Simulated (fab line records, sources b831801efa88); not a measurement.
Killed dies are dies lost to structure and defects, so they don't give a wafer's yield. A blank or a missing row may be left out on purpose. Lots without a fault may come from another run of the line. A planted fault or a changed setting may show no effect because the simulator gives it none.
One fault seen from 2 desks | flow gf180mcu | each desk has only its own numbers; what lay behind them comes last

THE METROLOGY DESK
What the gauges read, lot by lot, whatever tool the lot ran on: means of the sampled wafers that have a number. A lot is out of limits, marked OUT, if its mean lies more than 4 standard deviations from the usual mean; the brackets give that distance.
Columns: A = VT_IMPLANT_OVL at GF_VT_IMPLANT_OVL_MEAS_07, usual -0.8 nm; B = VT_IMPLANT_TW at GF_VT_IMPLANT_TW_MEAS_10, usual 558
lot  | first seen here | A    | B
L320 | day 7 15:55     | -1.2 | 559
L321 | day 8 01:12     | -0.5 | 557
L331 | day 10 11:32    | -1.1 | 546
L333 | day 11 03:51    | 0.5  | 564
L334 | day 11 10:59    | -1.0 | 565
L335 | day 11 13:20    | -0.5 | 563
This desk's finding: nothing out of limits on any of the 6 lots.

THE TOOL OWNER'S DESK: iline_stepper-02
The tool's own readings at GF_VT_IMPLANT_EXPOSE_15 (exposes mask Nwell LV AREA, target cd 860 nm): means of the sampled wafers that have a number, for each lot that ran on this tool. A lot is out of limits, marked OUT, if its mean lies more than 4 standard deviations from the usual mean; the brackets give that distance.
Columns: A = exposure_dose_mJ_cm2 at GF_VT_IMPLANT_EXPOSE_15, usual 140.03; B = focus_offset_nm at GF_VT_IMPLANT_EXPOSE_15, usual 0.0 nm
lot  | first seen here | A      | B
L331 | day 10 20:49    | 139.95 | 0.2
L335 | day 11 23:35    | 140.16 | -0.2
This desk's finding: nothing out of limits on any of the 2 lots.

PUT TOGETHER
The metrology desk saw nothing out of limits.
The tool owner's desk saw nothing out of limits.

WHAT THE SIMULATOR HAD PUT IN
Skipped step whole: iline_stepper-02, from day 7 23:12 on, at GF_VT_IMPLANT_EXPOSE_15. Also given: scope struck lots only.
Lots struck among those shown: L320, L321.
